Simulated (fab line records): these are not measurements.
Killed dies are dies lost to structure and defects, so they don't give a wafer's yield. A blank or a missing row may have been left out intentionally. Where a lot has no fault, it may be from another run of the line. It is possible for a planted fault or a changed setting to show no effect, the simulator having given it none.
One fault seen from 2 desks / flow gf180mcu / numbers are kept per desk, each desk with only its own; the story behind them comes last

AT THE METROLOGY DESK
What the gauges read for every lot (on any tool): the sampled wafers with a number, averaged. Any lot whose mean is over 4 standard deviations away from the usual mean is out of limits and marked OUT; that distance is given in the brackets.
Columns: A = cdNm at GF_PSD_CD_MEAS_07, usual 400.8 nm
lot=L733; first seen here=day 14 01:08; A=402.8
lot=L734; first seen here=day 14 06:22; A=402.4
lot=L735; first seen here=day 14 19:36; A=396.5
lot=L737; first seen here=day 15 12:50; A=401.5
lot=L738; first seen here=day 15 21:25; A=399.9
lot=L739; first seen here=day 16 08:12; A=405.1
lot=L742; first seen here=day 18 06:18; A=402.4
lot=L745; first seen here=day 18 16:20; A=401.4
lot=L744; first seen here=day 19 01:02; A=397.9
lot=L753; first seen here=day 21 07:48; A=399.0
lot=L754; first seen here=day 21 19:48; A=398.5
lot=L755; first seen here=day 22 03:16; A=402.4
lot=L756; first seen here=day 22 08:28; A=401.2
This desk found nothing out of limits on any of the 13 lots.

AT THE TOOL OWNER'S DESK: rieDiel-03
The tool's own readings at GF_HV_LDD_ETCHBACK_58 (etches Si3N4 in CH3F/O2, stops on SiO2, time 100 s, target depth 90 nm): means of the sampled wafers that have a number, for each lot that ran on this tool. Any lot whose mean is over 4 standard deviations away from the usual mean is out of limits and marked OUT; that distance is given in the brackets.
Columns: A = ch3fFlowSccm at GF_HV_LDD_ETCHBACK_58, usual 39.98 sccm; B = chamberPressureMTorr at GF_HV_LDD_ETCHBACK_58, usual 25.001 mTorr; C = drypumpMotorCurrentA at GF_HV_LDD_ETCHBACK_58, usual 5.8 A; D = oesProductAu at GF_HV_LDD_ETCHBACK_58, usual 0.843 a.u.; E = runLengthS at GF_HV_LDD_ETCHBACK_58, usual 128.3 s; F = throttleValvePct at GF_HV_LDD_ETCHBACK_58, usual 10.561 %
lot=L733; first seen here=day 12 09:55; A=39.92; B=25.012; C=6.1; D=0.842; E=129.0; F=10.555
lot=L734; first seen here=day 12 13:08; A=39.95; B=24.991; C=5.8; D=0.851; E=128.3; F=10.563
lot=L739; first seen here=day 14 13:11; A=39.95; B=25.010; C=5.6; D=0.849; E=128.0; F=10.560
lot=L742; first seen here=day 16 07:59; A=39.92; B=25.015; C=5.5; D=0.848; E=127.6; F=10.560
lot=L745; first seen here=day 16 17:43; A=39.92; B=24.995; C=5.5; D=0.936 (+15) OUT; E=111.3 (-28) OUT; F=10.570
lot=L744; first seen here=day 17 01:16; A=40.03; B=25.002; C=6.0; D=0.918 (+12) OUT; E=115.8 (-21) OUT; F=10.564
lot=L753; first seen here=day 19 07:32; A=39.97; B=25.016; C=5.5; D=0.836; E=127.9; F=10.553
lot=L756; first seen here=day 20 09:02; A=39.86; B=25.025; C=5.5; D=0.842; E=127.8; F=10.569
This desk's verdict: out of limits on L744, L745, starting with L745 at day 16 17:43 (oesProductAu at GF_HV_LDD_ETCHBACK_58). L733, L734, L739, L742, L753, L756 stayed within limits.

TAKEN TOGETHER
The tool owner's desk could have raised an alarm at day 16 17:43, on L744, L745.
Metrology desk: nothing out of limits seen.
The metrology desk holds a record of L744, L745, inside its limits.
All the named lots went through GF_HV_LDD_ETCHBACK_58 on rieDiel-03.

WHAT HAD BEEN PUT IN BY THE SIMULATOR
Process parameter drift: rieDiel-03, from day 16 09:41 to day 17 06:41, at GF_HV_LDD_ETCHBACK_58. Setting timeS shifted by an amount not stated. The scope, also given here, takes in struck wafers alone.
Shown lots that were struck: L744, L745.
Time in hours from fault onset to the first out-of-limits reading at each desk: the tool owner's desk, 8.
